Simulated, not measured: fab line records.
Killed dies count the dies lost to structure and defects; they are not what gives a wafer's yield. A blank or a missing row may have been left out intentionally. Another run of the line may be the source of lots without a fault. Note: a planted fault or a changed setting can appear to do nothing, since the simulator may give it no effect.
fab line records	flow gf180mcu	part 1 of 2: steps 1 to 30 of 40
[record] lots = 5	wafers = 15	last_day = 34
route steps=602 shown V3@455 M4@456 V4@476
lots that met no fault: from a run of the same line without faults
start_h: start of the lot's first displayed wafer, in hours after the record's first day	wait_h: time in hours since the lot's previous step	" repeats the value in the row above	L1.1+2: a row that stands for several wafers	- no value, or no start was given	* or withheld: withheld	< > ~ a bound
route shown NAME@n: NAME is a module with steps in the file, n the number in the route of the first one	usual: the fault-free wafers' mean and standard deviation	same: alike in all rows	chamber/n: place in a boat	sites: readings site by site	_std_site: the values' standard deviation	_edge_site: inner sites' mean taken away from outer sites' mean	radius_mm: for every site, how far away it sits from the centre of the wafer	mask NAME#n: copy n	behind: the tool/chamber that last shaped the wafer	hold: cause of the lot's hold/its duration in hours/its outcome	device: the transistor (n, p or np) that didn't switch	end of line: tests run on the same wafers once the route is complete	a step given without rows: its recipe and nothing more	killed: the dies lost at the first sort to structure and to defects; this is not the yield of the wafer	map: shows each die of a wafer: x if killed, . if not, _ if none is there
set.NAME: the setting as run; set.NAME@STEP: as run at that earlier step	model.NAME: the simulator's own value behind a step, which no gauge read
a table for each step, a row for each wafer; lots at some steps of the route
services: from which hour (start_h, from the record's first day; less than 0 if before it) a tool's chamber was out of use, for how many hours, and why
[[steps]]
[step GF_V3_CMP_26]
[recipe] stop_on = SiO2	down_force_psi = 3.5	platen_rpm = 60	t_overpolish_s = 15	target_thk_nm = 0	pad_velocity_m_s = 0.94248
[usual] motor_current_A = 10.8/0.61	overpolish_run_s = 15.001/0.009	time_to_endpoint_s = 84/4
lot.wafer	tool	chamber	start_h	wait_h	motor_current_A	overpolish_run_s	time_to_endpoint_s
L077.4	cmp-02	1	538.68	0.1	11.0	15.008	77
L077.1	"	2	"	"	11.0	14.992	81
L077.3	"	3	"	"	10.7	14.995	81
L079.4	cmp-01	1	561.56	0.1	10.9	15.006	91
L079.2	"	2	"	"	10.0	14.977	84
L079.6	"	3	"	"	11.9	15.000	82
L090.4	cmp-01	3	646.23	0.3	11.5	14.998	84
L090.3	"	0	"	"	10.4	14.995	81
L090.6	"	2	"	"	9.9	15.005	83
L096.4	cmp-02	3	690.37	0.2	11.1	14.998	86
L096.6	"	0	"	"	10.9	15.013	85
L096.5	"	1	"	"	10.6	15.002	79
L097.1	cmp-02	0	691.32	0.1	11.4	14.999	85
L097.4	"	1	"	"	10.2	14.999	76
L097.6	"	0	"	"	11.0	15.023	83
[step GF_M4_SPUTTER_00]
[recipe] material = Ti	target_thk_nm = 37.5	arriving_ion_energy_ev = 80	substrate_temp_c = 200	chamber_pressure_pa = 2	power_w = 4000	time_s = 150
[usual] substrate_temp_c = 200.00/0.16	throttle_valve_pct = 29.7/1.2
lot.wafer	tool	chamber	start_h	wait_h	substrate_temp_c	throttle_valve_pct
L077.1	pvd_sputter-01	-	538.93	0.1	200.24	29.8
L077.3	"	-	"	"	200.34	29.7
L077.4	"	-	"	"	200.01	28.3
L079.2	pvd_sputter-03	-	561.76	0.1	199.97	28.4
L079.4	"	-	"	"	199.96	30.8
L079.6	"	-	"	"	200.00	28.4
L090.3	pvd_sputter-03	-	646.43	0.1	200.31	28.4
L090.4	"	-	"	"	200.07	29.1
L090.6	"	-	"	"	199.85	29.0
L096.4	pvd_sputter-02	-	690.52	0.1	200.17	29.5
L096.5	"	-	"	"	200.01	28.6
L096.6	"	-	"	"	200.07	29.4
L097.1	pvd_sputter-01	-	691.62	0.2	200.04	29.9
L097.4	"	-	"	"	200.37	29.3
L097.6	"	-	"	"	200.21	29.2
[step GF_M4_SPUTTER_01]
[recipe] material = TiN	target_thk_nm = 30	power_w = 6500	time_s = 25	chamber_pressure_pa = 0.4
[usual] throttle_valve_pct = 29.7/1.2
lot.wafer	tool	chamber	start_h	wait_h	throttle_valve_pct
L077.1	pvd_sputter-01	-	539.03	0.1	29.9
L077.3	"	-	"	"	29.9
L077.4	"	-	"	"	28.1
L079.2	pvd_sputter-03	-	561.86	0.1	28.6
L079.4	"	-	"	"	30.6
L079.6	"	-	"	"	28.3
L090.3	pvd_sputter-03	-	646.53	0.1	28.5
L090.4	"	-	"	"	29.4
L090.6	"	-	"	"	29.3
L096.4	pvd_sputter-02	-	690.62	0.1	29.3
L096.5	"	-	"	"	28.8
L096.6	"	-	"	"	29.5
L097.1	pvd_sputter-01	-	691.72	0.1	29.8
L097.4	"	-	"	"	29.0
L097.6	"	-	"	"	29.0
[step GF_M4_SPUTTER_02]
[recipe] material = AlCu	target_thk_nm = 450	power_w = 10600	time_s = 23.9	chamber_pressure_pa = 0.4
[usual] throttle_valve_pct = 29.7/1.2
lot.wafer	tool	chamber	start_h	wait_h	throttle_valve_pct
L077.1	pvd_sputter-01	-	539.06	0.0	29.9
L077.3	"	-	"	"	29.9
L077.4	"	-	"	"	28.2
L079.2	pvd_sputter-03	-	561.89	0.0	28.1
L079.4	"	-	"	"	30.6
L079.6	"	-	"	"	28.3
L090.3	pvd_sputter-03	-	646.56	0.0	28.5
L090.4	"	-	"	"	29.4
L090.6	"	-	"	"	29.1
L096.4	pvd_sputter-02	-	690.65	0.0	29.4
L096.5	"	-	"	"	29.2
L096.6	"	-	"	"	29.2
L097.1	pvd_sputter-01	-	691.75	0.0	30.0
L097.4	"	-	"	"	29.2
L097.6	"	-	"	"	29.1
[step GF_M4_SPUTTER_03]
[recipe] material = Ti	target_thk_nm = 10	substrate_temp_c = 300	chamber_pressure_pa = 0.3	power_w = 3000	time_s = 6.7
[usual] substrate_temp_c = 300.02/0.19	throttle_valve_pct = 29.7/1.2
lot.wafer	tool	chamber	start_h	wait_h	substrate_temp_c	throttle_valve_pct
L077.1	pvd_sputter-01	-	539.09	0.0	299.98	29.9
L077.3	"	-	"	"	300.15	29.7
L077.4	"	-	"	"	300.00	28.1
L079.2	pvd_sputter-03	-	561.92	0.0	300.20	28.7
L079.4	"	-	"	"	299.88	30.5
L079.6	"	-	"	"	299.82	28.6
L090.3	pvd_sputter-03	-	646.59	0.0	300.02	28.2
L090.4	"	-	"	"	300.14	29.0
L090.6	"	-	"	"	300.21	29.3
L096.4	pvd_sputter-02	-	690.68	0.0	300.05	29.4
L096.5	"	-	"	"	299.91	29.1
L096.6	"	-	"	"	299.80	29.5
L097.1	pvd_sputter-01	-	691.78	0.0	300.01	29.9
L097.4	"	-	"	"	300.14	29.1
L097.6	"	-	"	"	300.22	29.4
[step GF_M4_SPUTTER_04]
[recipe] material = TiN	target_thk_nm = 50	power_w = 6500	time_s = 41.7	chamber_pressure_pa = 0.4
[usual] throttle_valve_pct = 29.7/1.2
lot.wafer	tool	chamber	start_h	wait_h	throttle_valve_pct
L077.1	pvd_sputter-01	-	539.11	0.0	30.0
L077.3	"	-	"	"	29.8
L077.4	"	-	"	"	28.1
L079.2	pvd_sputter-03	-	561.94	0.0	28.3
L079.4	"	-	"	"	30.7
L079.6	"	-	"	"	28.6
L090.3	pvd_sputter-03	-	646.61	0.0	28.4
L090.4	"	-	"	"	29.2
L090.6	"	-	"	"	29.2
L096.4	pvd_sputter-02	-	690.70	0.0	29.7
L096.5	"	-	"	"	29.3
L096.6	"	-	"	"	29.4
L097.1	pvd_sputter-01	-	691.81	0.0	29.9
L097.4	"	-	"	"	29.1
L097.6	"	-	"	"	29.3
[step GF_M4_RS_MEAS_05]
[recipe] thk_meas_gauge = four-point-probe	reads = TiN_of_M4_SPUTTER_04+Ti_of_M4_SPUTTER_03+AlCu_of_M4_SPUTTER_02+TiN_of_M4_SPUTTER_01+Ti_of_M4_SPUTTER_00
[usual] M4_ALCU_RS = 0.0696/0.00069
lot.wafer	tool	chamber	start_h	wait_h	M4_ALCU_RS[ohm/sq]
L077.1	film_metro-03	-	539.15	0.0	0.0697
L077.3	"	-	"	"	0.0694
L077.4	"	-	"	"	0.0700
L079.2	film_metro-03	-	562.00	0.0	0.0694
L079.4	"	-	"	"	0.0698
L079.6	"	-	"	"	0.0697
L090.3	film_metro-02	-	646.69	0.1	0.0693
L090.4	"	-	"	"	0.0698
L090.6	"	-	"	"	0.0697
L096.4	film_metro-03	-	690.80	0.1	0.0699
L096.5	"	-	"	"	0.0697
L096.6	"	-	"	"	0.0701
L097.1	film_metro-04	-	691.85	0.0	0.0693
L097.4	"	-	"	"	0.0689
L097.6	"	-	"	"	0.0689
[step GF_M4_THK_MEAS_06]
[recipe] thk_meas_gauge = xrf	reads = AlCu_of_M4_SPUTTER_02
[usual] M4_ALCU_THK = 440/4.8
lot.wafer	tool	chamber	start_h	wait_h	M4_ALCU_THK[nm]
L077.1	film_metro-03	-	539.27	0.1	438
L077.3	"	-	"	"	442
L077.4	"	-	"	"	439
L079.2	film_metro-03	-	562.11	0.1	440
L079.4	"	-	"	"	439
L079.6	"	-	"	"	441
L090.3	film_metro-02	-	646.79	0.1	440
L090.4	"	-	"	"	439
L090.6	"	-	"	"	440
L096.4	film_metro-03	-	690.89	0.1	436
L096.5	"	-	"	"	437
L096.6	"	-	"	"	433
L097.1	film_metro-04	-	691.97	0.1	442
L097.4	"	-	"	"	447
L097.6	"	-	"	"	442
[step GF_M4_DEHYDRATE_07]
[recipe] temp_c = 198.4	time_s = 60
lot.wafer	tool	chamber	start_h	wait_h
L077.1+3+4	litho_track-04	0	549.76	10.5
L079.2+4+6	litho_track-04	0	572.38	10.3
L090.3+4+6	litho_track-04	0	655.71	8.9
L096.4+5+6	litho_track-04	0	699.28	8.4
L097.1+4+6	litho_track-04	0	700.56	8.6
[step GF_M4_HMDS_08]
[recipe] prime_time_s = 60	prime_temp_c = 120
[same] prime_time_s = 60
lot.wafer	tool	chamber	start_h	wait_h
L077.1+3+4	litho_track-04	0	549.91	0.1
L079.2+4+6	litho_track-04	0	572.53	0.1
L090.3+4+6	litho_track-04	0	655.86	0.1
L096.4+5+6	litho_track-04	0	699.43	0.1
L097.1+4+6	litho_track-04	0	700.71	0.1
[step GF_M4_COAT_09]
[recipe] resist = KrF	spin_rpm = withheld	resist_thk_nm = 1000
lot.wafer	tool	chamber	start_h	wait_h
L077.1+3+4	litho_track-04	0	550.06	0.1
L079.2+4+6	litho_track-04	0	572.68	0.1
L090.3+4+6	litho_track-04	0	656.01	0.1
L096.4+5+6	litho_track-04	0	699.58	0.1
L097.1+4+6	litho_track-04	0	700.86	0.1
[step GF_M4_SOFTBAKE_10]
[recipe] temp_c = 130	time_s = 60	resist = KrF
lot.wafer	tool	chamber	start_h	wait_h
L077.1+3+4	litho_track-04	0	550.21	0.1
L079.2+4+6	litho_track-04	0	572.83	0.1
L090.3+4+6	litho_track-04	0	656.16	0.1
L096.4+5+6	litho_track-04	0	699.73	0.1
L097.1+4+6	litho_track-04	0	701.01	0.1
[step GF_M4_EXPOSE_11]
[recipe] mask_id = Metal4	target_cd_nm = 280	na = 0.68	source_shape = conventional	sigma_outer = 0.6	dose_mj = 28
lot.wafer	tool	chamber	start_h	wait_h	mask
L077.1+3+4	krf_scanner-02	0	-	-	Metal4#0
L079.2+4+6	krf_scanner-02	0	-	-	Metal4#0
L090.3+4+6	krf_scanner-01	0	-	-	Metal4#0
L096.4+5+6	krf_scanner-01	0	-	-	Metal4#0
L097.1+4+6	krf_scanner-01	0	-	-	Metal4#0
[step GF_M4_PEB_12]
[recipe] peb_temp_c = 135	peb_time_s = 90	resist = KrF
lot.wafer	tool	chamber	start_h	wait_h
L077.1+3+4	litho_track-02	0	-	-
L079.2+4+6	litho_track-02	0	-	-
L090.3+4+6	litho_track-02	0	-	-
L096.4+5+6	litho_track-03	0	-	-
L097.1+4+6	litho_track-02	0	-	-
[step GF_M4_DEVELOP_13]
[recipe] develop_time_s = 60	dev_temp_c = 21
lot.wafer	tool	chamber	start_h	wait_h
L077.1+3+4	litho_track-02	0	561.01	0.2
L079.2+4+6	litho_track-02	0	583.04	0.2
L090.3+4+6	litho_track-02	0	666.16	0.1
L096.4+5+6	litho_track-03	0	709.33	0.1
L097.1+4+6	litho_track-02	0	710.26	0.2
[step GF_M4_CD_MEAS_14]
[recipe] target_cd_nm = 280
[usual] cd_nm = 280.0/1.1
lot.wafer	tool	chamber	start_h	wait_h	cd_nm
L077.1	cd_sem-02	-	561.16	0.1	279.3
L077.3	"	-	"	"	278.7
L077.4	"	-	"	"	279.3
L079.2	cd_sem-01	-	583.18	0.1	280.4
L079.4	"	-	"	"	280.8
L079.6	"	-	"	"	281.0
L090.3	cd_sem-02	-	666.30	0.1	279.2
L090.4	"	-	"	"	279.8
L090.6	"	-	"	"	279.8
L096.4	cd_sem-02	-	709.47	0.1	279.4
L096.5	"	-	"	"	279.1
L096.6	"	-	"	"	278.7
L097.1	cd_sem-02	-	710.41	0.1	279.7
L097.4	"	-	"	"	281.2
L097.6	"	-	"	"	279.7
[step GF_M4_OVL_MEAS_15]
[usual] M4_OVL = -2/4.7
lot.wafer	tool	chamber	start_h	wait_h	M4_OVL[nm]
L077.1	overlay-01	-	561.28	0.1	3
L077.3	"	-	"	"	-4
L077.4	"	-	"	"	-5
L079.2	overlay-01	-	583.29	0.1	3
L079.4	"	-	"	"	-2
L079.6	"	-	"	"	1
L090.3	overlay-02	-	666.39	0.1	-8
L090.4	"	-	"	"	-7
L090.6	"	-	"	"	-11
L096.4	overlay-02	-	709.54	0.1	-2
L096.5	"	-	"	"	-6
L096.6	"	-	"	"	3
L097.1	overlay-02	-	710.53	0.1	3
L097.4	"	-	"	"	-5
L097.6	"	-	"	"	0
[step GF_M4_METAL_ETCH_16]
[recipe] chemistry = Cl2/BCl3	mask_material = KrF	target_depth_nm = 627.5	stop_on = SiO2	pressure_mtorr = 8	icp_w = 800	bias_w = 140	Cl2_flow_sccm = 80	bcl3_flow_sccm = 40	time_s = 104.6
[usual] chamber_pressure_mTorr = 8.000/0.0074	drypump_motor_current_A = 5.5/0.31	oes_product_au = 0.971/0.0065	throttle_valve_pct = 28.250/0.01
lot.wafer	tool	chamber	start_h	wait_h	chamber_pressure_mTorr	drypump_motor_current_A	oes_product_au	rf_hours_counter_h	throttle_valve_pct
L077.1	rie_metal-04	0	561.32	0.0	7.990	5.9	0.973	5.5	28.253
L077.3	"	0	"	"	7.977	5.8	0.967	-	28.252
L077.4	"	1	"	"	8.006	5.0	0.971	-	28.252
L079.2	rie_metal-04	1	583.32	0.0	8.005	5.0	0.979	2.4	28.233
L079.4	"	1	"	"	8.012	5.0	0.973	-	28.254
L079.6	"	1	"	"	8.005	5.0	0.974	-	28.256
L090.3	rie_metal-02	0	666.46	0.1	7.999	5.6	0.969	-	28.248
L090.4	"	1	"	"	7.993	5.6	0.966	-	28.260
L090.6	"	0	"	"	8.001	5.6	0.963	-	28.262
L096.4	rie_metal-02	1	709.60	0.0	7.993	5.6	0.973	-	28.250
L096.5	"	1	"	"	8.009	5.6	0.971	-	28.252
L096.6	"	0	"	"	8.008	5.6	0.967	-	28.264
L097.1	rie_metal-04	1	710.57	0.0	8.005	4.9	0.973	6.6	28.257
L097.4	"	0	"	"	8.017	5.8	0.986	-	28.252
L097.6	"	0	"	"	8.000	5.8	0.981	-	28.250
[step GF_M4_STRIP_17]
[recipe] chemistry = O2/N2	power_w = 1400	pressure_mtorr = 1556	platen_temp_c = 250	o2_flow_sccm = 3000	n2_flow_sccm = 300	overash_fraction = 0.5
[usual] chamber_pressure_mTorr = 1556.1/1.3	drypump_motor_current_A = 5.9/0.79	heater_power_w = 328/23	o2_flow_sccm = 2999/9.5	oes_product_au = 0.558/0.005	strip_time_to_endpoint_s = 7.81/0.042
lot.wafer	tool	chamber	start_h	wait_h	chamber_pressure_mTorr	drypump_motor_current_A	heater_power_w	o2_flow_sccm	oes_product_au	rf_hours_counter_h	strip_time_to_endpoint_s
L077.1	plasma_asher-01	1	561.43	0.1	1554.1	5.0	314	3004	0.561	85	7.82
L077.3	"	0	"	"	1555.8	6.7	362	2985	0.557	-	7.80
L077.4	"	1	"	"	1555.2	5.0	305	2991	0.567	-	7.90
L079.2	plasma_asher-02	0	583.43	0.1	1558.7	5.6	318	2991	0.559	40	7.80
L079.4	"	1	"	"	1555.1	6.4	313	2986	0.561	-	7.87
L079.6	"	0	"	"	1554.7	5.6	319	3008	0.565	-	7.86
L090.3	plasma_asher-04	1	666.56	0.1	1557.6	6.7	329	2998	0.558	-	7.80
L090.4	"	0	"	"	1556.2	5.0	318	2989	0.558	-	7.82
L090.6	"	0	"	"	1554.7	5.0	310	2980	0.556	-	7.84
L096.4	plasma_asher-04	1	709.71	0.1	1555.0	6.7	328	2996	0.556	-	7.86
L096.5	"	0	"	"	1556.3	4.9	318	3004	0.567	-	7.86
L096.6	"	1	"	"	1555.5	6.7	330	3004	0.566	-	7.86
L097.1	plasma_asher-04	0	710.68	0.1	1554.1	5.0	327	2996	0.561	28	7.78
L097.4	"	1	"	"	1554.2	6.7	335	2998	0.548	-	7.73
L097.6	"	0	"	"	1555.1	5.0	321	2988	0.557	-	7.74
[step GF_M4_STRIP_18]
[recipe] chemistry = post_etch_residue_remover	time_s = 1200	temp_c = 72.5
lot.wafer	tool	chamber	start_h	wait_h
L077.1+3+4	wet_bench-03	0	561.53	0.1
L079.2+4+6	wet_bench-02	1	583.53	0.1
L090.3+4+6	wet_bench-03	1	666.63	0.0
L096.4+5+6	wet_bench-02	2	709.77	0.0
L097.1+4+6	wet_bench-02	2	710.78	0.1
[step GF_M4_CLEAN_19]
[recipe] chemistry = DIW	dry = n2_spin
lot.wafer	tool	chamber	start_h	wait_h
L077.1+3+4	wet_bench-01	2	561.87	0.0
L079.2+4+6	wet_bench-03	0	583.94	0.0
L090.3+4+6	wet_bench-01	2	666.97	0.0
L096.4+5+6	wet_bench-01	3	710.11	0.0
L097.1+4+6	wet_bench-01	2	711.12	0.0
[step GF_V4_CVD_00]
[recipe] material = SiO2	target_thk_nm = 600	sigma_open_frac = 0.3	temp_c = 400	time_s = 100	sih4_flow_sccm = 60	pressure_mtorr = 6
lot.wafer	tool	chamber	start_h	wait_h
L077.1+3+4	hdpcvd-02	0,2,1	561.97	0.0
L079.2+4+6	hdpcvd-01	2,1,0	584.03	0.0
L090.3+4+6	hdpcvd-01	2,1,0	667.06	0.0
L096.4+5+6	hdpcvd-01	0,2,1	710.24	0.0
L097.1+4+6	hdpcvd-02	1,0,1	711.21	0.0
[step GF_V4_THK_MEAS_01]
[recipe] reads = SiO2_of_V4_CVD_00
[usual] V4_CVD_00_THK = 601/6.5
lot.wafer	tool	chamber	start_h	wait_h	V4_CVD_00_THK[nm]
L077.1	film_metro-02	-	562.05	0.0	593
L077.3	"	-	"	"	598
L077.4	"	-	"	"	594
L079.2	film_metro-02	-	584.11	0.0	596
L079.4	"	-	"	"	601
L079.6	"	-	"	"	602
L090.3	film_metro-02	-	667.16	0.1	596
L090.4	"	-	"	"	596
L090.6	"	-	"	"	604
L096.4	film_metro-04	-	710.31	0.0	599
L096.5	"	-	"	"	598
L096.6	"	-	"	"	599
L097.1	film_metro-02	-	711.29	0.0	591
L097.4	"	-	"	"	593
L097.6	"	-	"	"	590
[step GF_V4_CVD_02]
[recipe] material = SiO2	target_thk_nm = 850	precursor = TEOS	temp_c = 400	time_s = 94.851	rf_w = 600
[usual] heater_power_w = 620/65
lot.wafer	tool	chamber	start_h	wait_h	heater_power_w
L077.1	pecvd-03	1	562.11	0.1	612
L077.3	"	0	"	"	607
L077.4	"	1	"	"	634
L079.2	pecvd-03	2	584.16	0.0	618
L079.4	"	1	"	"	657
L079.6	"	0	"	"	536
L090.3	pecvd-03	1	667.20	0.0	637
L090.4	"	1	"	"	666
L090.6	"	0	"	"	576
L096.4	pecvd-04	0	710.37	0.1	576
L096.5	"	2	"	"	689
L096.6	"	1	"	"	530
L097.1	pecvd-01	0	711.35	0.1	635
L097.4	"	0	"	"	667
L097.6	"	2	"	"	593
[step GF_V4_THK_MEAS_03]
[recipe] reads = SiO2_of_V4_CVD_02
[usual] V4_CVD_02_THK = 853/11
lot.wafer	tool	chamber	start_h	wait_h	V4_CVD_02_THK[nm]
L077.1	film_metro-02	-	562.18	0.0	840
L077.3	"	-	"	"	852
L077.4	"	-	"	"	868
L079.2	film_metro-01	-	584.24	0.0	845
L079.4	"	-	"	"	865
L079.6	"	-	"	"	868
L090.3	film_metro-04	-	667.29	0.1	852
L090.4	"	-	"	"	869
L090.6	"	-	"	"	857
L096.4	film_metro-02	-	710.44	0.0	865
L096.5	"	-	"	"	873
L096.6	"	-	"	"	852
L097.1	film_metro-02	-	711.45	0.1	841
L097.4	"	-	"	"	860
L097.6	"	-	"	"	866
[step GF_V4_CMP_04]
[recipe] material = SiO2	down_force_psi = 4	platen_rpm = 60	pad_velocity_m_s = 0.94248
[usual] motor_current_A = 11.7/0.63	time_to_endpoint_s = 82/5.4
lot.wafer	tool	chamber	start_h	wait_h	motor_current_A	time_to_endpoint_s
L077.4	cmp-02	1	562.47	0.3	11.5	81
L077.3	"	3	"	"	11.5	82
L077.1	"	0	"	"	12.1	77
L079.4	cmp-02	2	584.29	0.0	12.2	86
L079.2	"	1	"	"	11.6	70
L079.6	"	3	"	"	11.3	85
L090.3	cmp-02	3	667.38	0.1	12.2	82
L090.4	"	1	"	"	11.5	83
L090.6	"	3	"	"	11.6	85
L096.4	cmp-01	3	710.52	0.1	12.5	88
L096.5	"	2	"	"	11.0	91
L096.6	"	3	"	"	13.1	79
L097.1	cmp-01	1	711.51	0.1	12.3	85
L097.4	"	0	"	"	11.3	88
L097.6	"	2	"	"	10.2	91
[step GF_V4_BOW_MEAS_05]
[recipe] mode = bow
[usual] V4_BOW = 136/8.8
lot.wafer	tool	chamber	start_h	wait_h	V4_BOW[um]
L077.1	film_metro-04	-	562.77	0.1	131
L077.3	"	-	"	"	120
L077.4	"	-	"	"	139
L079.2	film_metro-04	-	584.61	0.1	137
L079.4	"	-	"	"	145
L079.6	"	-	"	"	143
L090.3	film_metro-04	-	667.67	0.2	142
L090.4	"	-	"	"	137
L090.6	"	-	"	"	147
L096.4	film_metro-01	-	710.83	0.3	141
L096.5	"	-	"	"	138
L096.6	"	-	"	"	146
L097.1	film_metro-02	-	711.81	0.2	137
L097.4	"	-	"	"	140
L097.6	"	-	"	"	145
[step GF_V4_DEHYDRATE_06]
[recipe] temp_c = 200	time_s = 60
lot.wafer	tool	chamber	start_h	wait_h
L077.1+3+4	litho_track-01	0	573.41	10.6
L079.2+4+6	litho_track-03	0	594.93	10.3
L090.3+4+6	litho_track-01	0	676.06	8.4
L096.4+5+6	litho_track-01	0	718.48	7.6
L097.1+4+6	litho_track-04	0	720.01	8.2
[step GF_V4_HMDS_07]
[recipe] prime_time_s = 60	prime_temp_c = 120
[same] prime_time_s = 60
lot.wafer	tool	chamber	start_h	wait_h
L077.1+3+4	litho_track-01	0	573.56	0.1
L079.2+4+6	litho_track-03	0	595.08	0.1
L090.3+4+6	litho_track-01	0	676.21	0.1
L096.4+5+6	litho_track-01	0	718.63	0.1
L097.1+4+6	litho_track-04	0	720.16	0.1
[step GF_V4_COAT_08]
[recipe] resist = BARC	temp_c = withheld	time_s = withheld	spin_rpm = withheld	resist_thk_nm = withheld
lot.wafer	tool	chamber	start_h	wait_h
L077.1+3+4	litho_track-01	0	573.71	0.1
L079.2+4+6	litho_track-03	0	595.23	0.1
L090.3+4+6	litho_track-01	0	676.36	0.1
L096.4+5+6	litho_track-01	0	718.78	0.1
L097.1+4+6	litho_track-04	0	720.31	0.1
